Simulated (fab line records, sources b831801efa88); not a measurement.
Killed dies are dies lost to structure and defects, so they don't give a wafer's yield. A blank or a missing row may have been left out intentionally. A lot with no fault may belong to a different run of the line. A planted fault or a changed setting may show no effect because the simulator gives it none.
Shared-tool check	flow sky130	Sample size 12 lots and 36 wafers

== WHAT PROMPTED THE OPENING ==
Of 12 lots, 2 have the reading NWELL_2_TW flagged at SKY_NWELL_TW_MEAS_26. Fault-free wafers read 499.6, with a standard deviation of 2.8.
Rule: flag the lot when none of its wafers has a number, or when each of its wafers that has one lies beyond 4 standard deviations from that mean. The rest of the lots are taken to be sound.

lot	measured	on	NWELL_2_TW, wafer by wafer	flag
L140	day 5 21:11	film metro-04	495.2 495.4 496.3	
L144	day 6 13:57	film metro-01	498.4 494.5 497.1	
L145	day 6 23:19	film metro-02	502.1 501.3 502.2	
L146	day 7 02:32	film metro-02	500.3 501.3 501.8	
L147	day 7 08:41	film metro-02	501.9 501.5 505.1	
L148	day 7 16:59	film metro-04	500.5 499.9 500.7	
L149	day 7 17:48	film metro-01	517.5 515.5 515.5	FLAGGED
L151	day 8 05:06	film metro-04	514.3 515.4 517.7	FLAGGED
L159	day 10 05:42	film metro-02	503.5 503.4 501.5	
L161	day 11 02:35	film metro-02	504.0 502.4 502.1	
L162	day 11 04:48	film metro-04	497.5 496.1 499.9	
L163	day 11 09:13	film metro-02	503.6 500.5 500.3	
The mean of the flagged lots' numbers is 516.0, +16.4 from the usual (+6 standard deviations).

== WHICH TOOL RAN EACH LOT ==
The record holds 1 process step before the reading, out of a route of 708 steps. Each cell gives the tool, then ch followed by the chambers the sampled wafers passed through, then the start.
lot	flag	SKY_NWELL_IMPLANT_24
L140		implanter-03 ch 0, day 5 20:56
L144		implanter-04 ch 0, day 6 13:43
L145		implanter-01 ch 0, day 6 23:05
L146		implanter-03 ch 0, day 7 02:17
L147		implanter-04 ch 0, day 7 08:26
L148		implanter-04 ch 0, day 7 16:44
L149	FLAGGED	implanter-04 ch 0, day 7 17:34
L151	FLAGGED	implanter-04 ch 0, day 8 04:53
L159		implanter-03 ch 0, day 10 05:28
L161		implanter-03 ch 0, day 11 02:20
L162		implanter-01 ch 0, day 11 04:34
L163		implanter-01 ch 0, day 11 09:01
What the steps here do:
- SKY_NWELL_IMPLANT_24
- SKY_NWELL_TW_MEAS_26

== FLAGGED AGAINST TOTAL, ONE TOOL AT A TIME (gauges that did the reading follow at the end) ==
step	tool	lots run	flagged	share of the flagged lots	sound lots run after its first flagged lot
SKY_NWELL_IMPLANT_24	implanter-01	3	0	none	-
SKY_NWELL_IMPLANT_24	implanter-03	4	0	none	-
SKY_NWELL_IMPLANT_24	implanter-04	5	2	all	0
SKY_NWELL_TW_MEAS_26	film metro-01	2	1	some	0
SKY_NWELL_TW_MEAS_26	film metro-02	6	0	none	-
SKY_NWELL_TW_MEAS_26	film metro-04	4	1	some	1 (L162)

== THE TABLE: WHAT IT ALLOWS ==
In the table, 1 row covers all flagged lots: implanter-04 at SKY_NWELL_IMPLANT_24.
- implanter-04 at SKY_NWELL_IMPLANT_24: 2 of its 5 lots flagged. Its last sound lot is L148 (day 7 16:44), its first flagged lot L149 (day 7 17:34): a fault that began between those two fits. Its own readings (dose ions cm2) fall more than 4 standard deviations out on all wafers of the flagged lots.
Just one tool remains: implanter-04 at SKY_NWELL_IMPLANT_24.

== WHAT HAD BEEN PUT IN BY THE SIMULATOR ==
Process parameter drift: implanter-04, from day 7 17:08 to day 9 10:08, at SKY_NWELL_IMPLANT_24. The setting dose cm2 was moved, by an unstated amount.
Struck lots among those shown: L149, L151. This agrees with what the rule above found.
